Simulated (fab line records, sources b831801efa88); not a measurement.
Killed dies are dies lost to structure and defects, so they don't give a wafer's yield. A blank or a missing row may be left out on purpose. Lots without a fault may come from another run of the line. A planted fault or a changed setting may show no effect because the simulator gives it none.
One fault seen from 2 desks | flow sky130 | each desk has only its own numbers; what lay behind them comes last

THE TOOL OWNER'S DESK: pvd_sputter-01
The tool's own readings at SKY_METAL3_SPUTTER_01 (material TiN, target thk 20 nm, time 16.7 s): means of the sampled wafers that have a number, for each lot that ran on this tool. A lot is out of limits, marked OUT, if its mean lies more than 4 standard deviations from the usual mean; the brackets give that distance.
Columns: A = cathode_dc_power_W at SKY_METAL3_SPUTTER_01, usual 6500.0 W; B = chamber_pressure_pa at SKY_METAL3_SPUTTER_01, usual 0.3999 Pa; C = throttle_valve_pct at SKY_METAL3_SPUTTER_01, usual 29.9 %
lot  | first seen here | A      | B      | C
L896 | day 36 14:16    | 6500.6 | 0.4004 | 29.4
L897 | day 36 17:51    | 6499.3 | 0.3996 | 29.5
L899 | day 37 07:27    | 6499.4 | 0.3998 | 29.4
L905 | day 39 17:37    | 6498.9 | 0.3991 | 29.8
This desk's finding: nothing out of limits on any of the 4 lots.

THE METROLOGY DESK
What the gauges read, lot by lot, whatever tool the lot ran on: means of the sampled wafers that have a number. A lot is out of limits, marked OUT, if its mean lies more than 4 standard deviations from the usual mean; the brackets give that distance.
Columns: A = VIA2_HDPCVD_THK at SKY_VIA2_THK_MEAS_01, usual 1184 nm
lot  | first seen here | A
L896 | day 35 09:41    | 1180
L897 | day 35 13:46    | 1185
L898 | day 35 22:43    | 1184
L899 | day 36 03:47    | 1181
L900 | day 36 16:04    | 1176
L902 | day 37 06:17    | 1192
L901 | day 37 10:24    | 1189
L903 | day 37 19:10    | 1197
L905 | day 38 14:19    | 1175
L906 | day 38 18:44    | 1172
L914 | day 40 20:50    | 1178
L915 | day 41 07:01    | 1179
L916 | day 41 18:30    | 1186
L917 | day 41 21:43    | 1177
L919 | day 41 23:56    | 1186
This desk's finding: nothing out of limits on any of the 15 lots.

PUT TOGETHER
The tool owner's desk saw nothing out of limits.
The metrology desk saw nothing out of limits.

WHAT THE SIMULATOR HAD PUT IN
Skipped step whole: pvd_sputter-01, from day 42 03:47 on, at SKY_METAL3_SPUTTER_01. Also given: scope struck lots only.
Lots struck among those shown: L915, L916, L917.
